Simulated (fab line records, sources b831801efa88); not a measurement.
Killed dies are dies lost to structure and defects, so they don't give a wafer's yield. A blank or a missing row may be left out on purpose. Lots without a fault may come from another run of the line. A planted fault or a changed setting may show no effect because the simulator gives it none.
Which tool did it? | flow gf180mcu | 12 lots, 36 wafers sampled, at 1 step of a route of 602

WHAT THE GAUGES READ, wafer by wafer
GF_M1_RS_MEAS_05: measures by four-point-probe.
lot  | measured     | on            | M1_ALCU_RS (ohm/sq)
L075 | day 16 20:11 | film_metro-01 | 0.0694 0.0696 0.0681
L077 | day 17 01:56 | film_metro-01 | 0.0689 0.0703 0.0685
L080 | day 18 09:26 | film_metro-03 | 0.0696 0.0690 0.0694
L081 | day 18 19:40 | film_metro-03 | 0.0693 0.0710 0.0696
L083 | day 19 17:52 | film_metro-03 | 0.0682 0.0690 0.0687
L085 | day 20 08:43 | film_metro-03 | 0.0690 0.0690 0.0686
L087 | day 21 01:10 | film_metro-01 | 0.0690 0.0697 0.0697
L089 | day 21 15:15 | film_metro-01 | 0.0704 0.0709 0.0691
L091 | day 22 07:50 | film_metro-03 | 0.0696 0.0690 0.0691
L093 | day 23 00:55 | film_metro-04 | 0.0685 0.0698 0.0700
L095 | day 23 14:46 | film_metro-03 | 0.0706 0.0692 0.0692
L097 | day 24 06:20 | film_metro-01 | 0.0687 0.0709 0.0706

WHICH TOOL RAN EACH LOT (tool, then ch and the chambers of the sampled wafers, then the start)
The record holds no process step before these readings.

THE ANSWER, worked out from the rows above alone
Rule: what is usual is taken from the lots themselves. Put in order of their means at a reading, lots are off if they are a third of the lots or fewer, leave a main group of 4 or more, and stand apart from it by a gap of 3 or more times the standard deviation of the main group's means; of several such gaps the widest counts. A main group whose means are all the same, to the digits that the tables above print for the reading, isn't used. A lot without any number at a reading at which 4 lots or more have one is off too. The other lots that the step has rows for count as sound.
No lot is off at any reading shown: from this, nothing can be told.

WHAT THE SIMULATOR HAD PUT IN
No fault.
